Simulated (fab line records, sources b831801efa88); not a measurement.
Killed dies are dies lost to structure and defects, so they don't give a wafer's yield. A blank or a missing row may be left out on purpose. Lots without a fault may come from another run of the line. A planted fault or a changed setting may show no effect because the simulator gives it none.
Which tool did it? | flow gf180mcu | 15 lots, 45 wafers sampled, at 7 steps of a route of 602

WHAT THE GAUGES READ, wafer by wafer
GF_STI_THK_MEAS_24.
lot  | measured    | on            | STI_CVD_23_THK (nm)
L542 | day 2 09:29 | film_metro-01 | 659 660 648
L543 | day 2 14:47 | film_metro-04 | 649 661 656
L544 | day 2 22:46 | film_metro-02 | 659 657 647
L545 | day 3 03:55 | film_metro-01 | 652 656 649
L548 | day 3 18:43 | film_metro-04 | 642 646 664
L549 | day 3 22:08 | film_metro-01 | 647 646 649
L550 | day 4 01:48 | film_metro-04 | 656 663 672
L551 | day 4 08:05 | film_metro-04 | 640 637 636
L553 | day 4 16:15 | film_metro-04 | 635 652 652
L558 | day 5 21:22 | film_metro-02 | 650 664 637
L559 | day 6 01:17 | film_metro-02 | 648 652 640
L560 | day 6 04:53 | film_metro-01 | 649 650 647
L562 | day 6 15:58 | film_metro-04 | 654 677 654
L563 | day 6 21:00 | film_metro-02 | 646 642 640
L564 | day 7 01:37 | film_metro-02 | 638 651 647

GF_MVSD_OVL_MEAS_07.
lot  | measured    | on         | MVSD_OVL (nm)
L542 | day 4 15:52 | overlay-01 | 0.5 0.8 1.4
L543 | day 4 21:01 | overlay-02 | -0.1 0.2 -1.7
L544 | day 5 10:32 | overlay-02 | -0.3 1.3 -0.8
L545 | day 5 13:19 | overlay-01 | 0.0 -0.2 0.6
L548 | day 6 05:34 | overlay-02 | -1.3 -0.2 0.2
L549 | day 6 10:34 | overlay-01 | -0.1 -1.0 -0.3
L550 | day 6 14:00 | overlay-01 | 1.7 2.1 1.2
L551 | day 6 21:09 | overlay-01 | 0.9 -0.4 0.7
L553 | day 7 05:40 | overlay-01 | 2.4 3.7 3.9
L558 | day 8 13:55 | overlay-02 | - - -
L559 | day 8 19:10 | overlay-01 | - - -
L560 | day 8 23:49 | overlay-02 | - - -
L562 | day 9 12:52 | overlay-02 | -0.3 -1.1 1.2
L563 | day 9 16:40 | overlay-02 | 2.0 1.1 -0.6
L564 | day 9 23:25 | overlay-01 | 0.2 0.1 -1.0

GF_MVPSD_TW_MEAS_11.
lot  | measured     | on            | MVPSD_TW
L542 | day 5 06:49  | film_metro-03 | 540 537 541
L543 | day 5 12:29  | film_metro-03 | 537 539 538
L544 | day 6 02:07  | film_metro-01 | 559 558 553
L545 | day 6 04:35  | film_metro-03 | 544 544 543
L548 | day 6 20:53  | film_metro-04 | 553 554 555
L549 | day 7 02:56  | film_metro-04 | 558 558 559
L550 | day 7 05:41  | film_metro-03 | 540 540 541
L551 | day 7 13:08  | film_metro-03 | 544 541 545
L553 | day 7 22:08  | film_metro-04 | 552 558 556
L558 | day 9 07:51  | film_metro-04 | 1602 1606 1609
L559 | day 9 13:27  | film_metro-03 | 1570 1554 1559
L560 | day 9 17:50  | film_metro-03 | 1572 1577 1568
L562 | day 10 07:08 | film_metro-01 | 558 556 556
L563 | day 10 10:54 | film_metro-04 | 554 556 558
L564 | day 10 17:29 | film_metro-01 | 556 554 555

GF_VT_IMPLANT_TW_MEAS_10.
lot  | measured     | on            | VT_IMPLANT_TW
L542 | day 5 20:55  | film_metro-04 | 564 565 562
L543 | day 6 03:11  | film_metro-03 | 547 547 549
L544 | day 6 17:08  | film_metro-02 | 554 555 554
L545 | day 6 19:50  | film_metro-03 | 546 547 550
L548 | day 7 12:38  | film_metro-02 | 555 554 555
L549 | day 7 18:35  | film_metro-02 | 551 555 554
L550 | day 7 21:14  | film_metro-02 | 554 553 555
L551 | day 8 05:05  | film_metro-03 | 550 549 548
L553 | day 8 14:29  | film_metro-02 | 550 551 551
L558 | day 10 01:12 | film_metro-04 | 1610 1597 1608
L559 | day 10 07:06 | film_metro-04 | 1607 1619 1605
L560 | day 10 11:26 | film_metro-02 | 1584 1582 1578
L562 | day 11 01:26 | film_metro-02 | 552 547 553
L563 | day 11 05:06 | film_metro-02 | 546 548 549
L564 | day 11 12:26 | film_metro-04 | 563 562 562

GF_VT_IMPLANT_OVL_MEAS_29.
lot  | measured     | on         | VT_IMPLANT_02_OVL (nm)
L542 | day 7 03:07  | overlay-02 | -0.4 -0.2 -0.2
L543 | day 7 09:49  | overlay-02 | -2.2 0.2 -1.1
L544 | day 8 00:20  | overlay-01 | 0.2 -0.3 -0.8
L545 | day 8 03:34  | overlay-02 | -0.4 2.5 -1.2
L548 | day 8 21:49  | overlay-02 | -2.9 -0.9 -2.5
L549 | day 9 03:10  | overlay-01 | 0.7 -0.3 -1.8
L550 | day 9 06:33  | overlay-01 | -0.7 -1.4 1.5
L551 | day 9 14:07  | overlay-01 | -0.3 -0.1 0.8
L553 | day 10 00:39 | overlay-02 | 1.6 1.8 1.9
L558 | day 11 13:37 | overlay-02 | 0.2 -1.4 1.6
L559 | day 11 19:19 | overlay-01 | 3.3 1.7 0.0
L560 | day 11 23:54 | overlay-02 | 0.8 -1.0 -0.3
L562 | day 12 15:18 | overlay-01 | 2.2 0.8 2.1
L563 | day 12 18:54 | overlay-02 | 0.3 1.2 0.8
L564 | day 13 02:48 | overlay-02 | -0.5 2.0 -0.7

WHICH TOOL RAN EACH LOT (tool, then ch and the chambers of the sampled wafers, then the start)
lot  | GF_STI_STRIP_15                     | GF_MVSD_COAT_02
L542 | plasma_asher-02 ch 0,1, day 2 06:07 | litho_track-02 ch 0, day 4 08:41
L543 | plasma_asher-02 ch 0,1, day 2 11:14 | litho_track-01 ch 0, day 4 14:10
L544 | plasma_asher-04 ch 0,1, day 2 16:40 | litho_track-01 ch 0, day 5 02:59
L545 | plasma_asher-03 ch 0,1, day 2 23:29 | litho_track-01 ch 0, day 5 05:43
L548 | plasma_asher-04 ch 0, day 3 16:35   | litho_track-04 ch 0, day 5 21:49
L549 | plasma_asher-04 ch 0,1, day 3 19:47 | litho_track-01 ch 0, day 6 02:55
L550 | plasma_asher-04 ch 0,1, day 4 00:05 | litho_track-04 ch 0, day 6 06:13
L551 | plasma_asher-04 ch 0, day 4 05:20   | litho_track-02 ch 0, day 6 13:18
L553 | plasma_asher-03 ch 0,1, day 4 14:32 | litho_track-02 ch 0, day 6 22:06
L558 | plasma_asher-04 ch 0,1, day 5 18:46 | litho_track-04, day 8 05:35
L559 | plasma_asher-04 ch 0,1, day 5 23:31 | litho_track-02, day 8 10:44
L560 | plasma_asher-04 ch 1, day 6 03:10   | litho_track-01, day 8 15:25
L562 | plasma_asher-03 ch 1, day 6 14:14   | litho_track-02 ch 0, day 9 03:51
L563 | plasma_asher-03 ch 0,1, day 6 19:17 | litho_track-02 ch 0, day 9 07:56
L564 | plasma_asher-04 ch 0,1, day 6 23:53 | litho_track-04 ch 0, day 9 14:46
- GF_STI_STRIP_15: strips in O2/N2.
- GF_MVSD_COAT_02: resist thk 3000 nm.

WHAT THE TOOLS THEMSELVES READ (means of the sampled wafers that have a number; where no wafer has one, the mark that the record gives instead)
GF_STI_STRIP_15.
lot  | tool            | drypump_motor_current_A (A) | heater_power_w (W) | oes_product_au (a.u.) | strip_time_to_endpoint_s (s)
L542 | plasma_asher-02 | 5.9                         | 297                | 0.381                 | 3.73
L543 | plasma_asher-02 | 5.9                         | 297                | 0.386                 | 3.73
L544 | plasma_asher-04 | 6.1                         | 296                | 0.389                 | 3.71
L545 | plasma_asher-03 | 5.7                         | 340                | 0.385                 | 3.75
L548 | plasma_asher-04 | 5.9                         | 276                | 0.380                 | 3.59
L549 | plasma_asher-04 | 6.3                         | 319                | 0.386                 | 3.76
L550 | plasma_asher-04 | 6.1                         | 299                | 0.387                 | 3.73
L551 | plasma_asher-04 | 5.9                         | 276                | 0.386                 | 3.73
L553 | plasma_asher-03 | 6.0                         | 325                | 0.387                 | 3.77
L558 | plasma_asher-04 | 6.1                         | 298                | 0.381                 | 3.65
L559 | plasma_asher-04 | 6.2                         | 323                | 0.387                 | 3.75
L560 | plasma_asher-04 | 6.5                         | 338                | 0.386                 | 3.72
L562 | plasma_asher-03 | 5.5                         | 353                | 0.385                 | 3.73
L563 | plasma_asher-03 | 5.7                         | 347                | 0.381                 | 3.76
L564 | plasma_asher-04 | 6.2                         | 322                | 0.384                 | 3.67

GF_MVSD_COAT_02.
lot  | tool           | chill_plate_temp_C (C) | dispense_pressure_kPa (kPa)
L542 | litho_track-02 | 22.92                  | 42.6
L543 | litho_track-01 | 22.95                  | 44.4
L544 | litho_track-01 | 22.94                  | 44.5
L545 | litho_track-01 | 22.95                  | 44.5
L548 | litho_track-04 | 22.97                  | 47.1
L549 | litho_track-01 | 23.06                  | 44.4
L550 | litho_track-04 | 23.00                  | 47.2
L551 | litho_track-02 | 23.16                  | 42.7
L553 | litho_track-02 | 23.09                  | 42.6
L558 | litho_track-04 | -                      | -
L559 | litho_track-02 | -                      | -
L560 | litho_track-01 | -                      | -
L562 | litho_track-02 | 22.97                  | 42.6
L563 | litho_track-02 | 23.10                  | 42.6
L564 | litho_track-04 | 23.05                  | 47.0

THE ANSWER, worked out from the rows above alone
Rule: what is usual is taken from the lots themselves. Put in order of their means at a reading, lots are off if they are a third of the lots or fewer, leave a main group of 4 or more, and stand apart from it by a gap of 3 or more times the standard deviation of the main group's means; of several such gaps the widest counts. A main group whose means are all the same, to the digits that the tables above print for the reading, isn't used. A lot without any number at a reading at which 4 lots or more have one is off too. The other lots that the step has rows for count as sound. The gauges are gone through in route order, then the tools' own readings, and for those a lot's mean is taken as printed above. The first step at which some lot is off is used, and at that step the reading that is off furthest; a lot without a number counts as furthest.
Off: L558, L559, L560, at GF_MVSD_OVL_MEAS_07 (MVSD_OVL). Without a number there: L558, L559, L560. The main group: mean 0.5 nm, standard deviation 1.1.
A tool fits if, at a process step before that reading, it ran every lot that is off, and no sound lot after the first of them. The gauges at GF_MVSD_OVL_MEAS_07 aren't tried: what is off there is off at GF_MVPSD_TW_MEAS_11 too, on other tools, and a gauge's error can't cause that. None of those tried fits.

WHAT THE SIMULATOR HAD PUT IN
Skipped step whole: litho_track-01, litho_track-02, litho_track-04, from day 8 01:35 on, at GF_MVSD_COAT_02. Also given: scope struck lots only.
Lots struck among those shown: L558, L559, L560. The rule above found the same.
